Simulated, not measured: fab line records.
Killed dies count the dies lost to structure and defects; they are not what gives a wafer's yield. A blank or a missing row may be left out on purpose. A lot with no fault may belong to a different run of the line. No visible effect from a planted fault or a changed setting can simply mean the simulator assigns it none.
2 desks, one fault :: flow sky130 :: numbers are kept per desk, each desk with only its own; the story behind them comes last

TOOL OWNER'S DESK, lithoTrack-03
The tool's own readings at SKY_DNWELL_COAT_02 (resist thk 3000 nm): means of the sampled wafers that have a number, for each lot that ran on this tool. Any lot whose mean is over 4 standard deviations away from the usual mean is out of limits and marked OUT; that distance is given in the brackets.
Columns: A = spinSpeedRpm at SKY_DNWELL_COAT_02, usual 1999.9 rpm
lot: L304
first seen here: day 3 10:31
A: 2001.1

lot: L312
first seen here: day 5 09:59
A: 1999.4

lot: L313
first seen here: day 5 14:37
A: 2001.2

lot: L324
first seen here: day 8 02:20
A: 1999.1
Finding of this desk: none of the 4 lots has anything out of limits.

METROLOGY DESK
Lot by lot, what the gauges showed, no matter which tool ran the lot: averages of those sampled wafers that carry a number. Any lot whose mean is over 4 standard deviations away from the usual mean is out of limits and marked OUT; that distance is given in the brackets.
Columns: A = INCOMING_BOW at SKY_FIELD_ISO_BOW_MEAS_00, usual 0 um; B = DNWELL_TW at SKY_DNWELL_TW_MEAS_09, usual 1114; C = PWDE_TW at SKY_PWDE_TW_MEAS_10, usual 374.5; D = NWELL_TW at SKY_NWELL_TW_MEAS_15, usual 1822; E = NWELL_01_OVL at SKY_NWELL_OVL_MEAS_23, usual -0.3 nm; F = NWELL_2_TW at SKY_NWELL_TW_MEAS_26, usual 497.4
lot: L301
first seen here: day 1 10:01
A: -1
B: 1123
C: 373.4
D: 1821
E: 0.1
F: 496.4

lot: L304
first seen here: day 2 01:00
A: -0
B: 1123
C: 375.8
D: 1820
E: -1.8
F: 493.0

lot: L312
first seen here: day 3 17:01
A: 7
B: 1116
C: 1016.9 (+99 or more) OUT
D: 1914 (+10) OUT
E: -0.7
F: 1038.5 (+99 or more) OUT

lot: L313
first seen here: day 3 22:00
A: 2
B: 1109
C: 1008.6 (+99 or more) OUT
D: 1920 (+11) OUT
E: -0.4
F: 1033.3 (+99 or more) OUT

lot: L315
first seen here: day 4 08:01
A: -1
B: 1107
C: 376.4
D: 1822
E: -1.4
F: 499.2

lot: L317
first seen here: day 4 18:00
A: 3
B: 1116
C: 377.8
D: 1811
E: -0.9
F: 497.1

lot: L319
first seen here: day 5 04:02
A: 5
B: 1113
C: 375.7
D: 1842
E: -2.1
F: 495.2

lot: L320
first seen here: day 5 09:00
A: -3
B: 1113
C: 374.6
D: 1824
E: -0.7
F: 498.1

lot: L321
first seen here: day 5 14:02
A: 2
B: 1115
C: 374.5
D: 1811
E: 0.3
F: 496.8

lot: L322
first seen here: day 5 19:00
A: 0
B: 1117
C: 375.1
D: 1832
E: 1.2
F: 498.8

lot: L324
first seen here: day 6 05:01
A: 3
B: 1115
C: 377.2
D: 1821
E: 0.4
F: 500.7
This desk finds L312, L313 out of limits, with the earliest case on L312 at day 6 14:01 (PWDE_TW at SKY_PWDE_TW_MEAS_10). Within limits: L301, L304, L315, L317, L319, L320, L321, L322, L324.

ALL TOGETHER
On L312, L313, the metrology desk was in a position to raise an alarm at day 6 14:01.
The tool owner's desk saw nothing out of limits.
Tool owner's desk: L312, L313 on record, inside its limits.
Of the lots named, all ran SKY_DNWELL_COAT_02 on lithoTrack-03.

WHAT THE SIMULATOR HAD INSERTED
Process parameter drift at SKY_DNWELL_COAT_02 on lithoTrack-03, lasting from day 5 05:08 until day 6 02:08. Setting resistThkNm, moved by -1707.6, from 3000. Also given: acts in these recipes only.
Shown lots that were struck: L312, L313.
Hours from the fault's start to each desk's first reading out of limits: the metrology desk, 33.
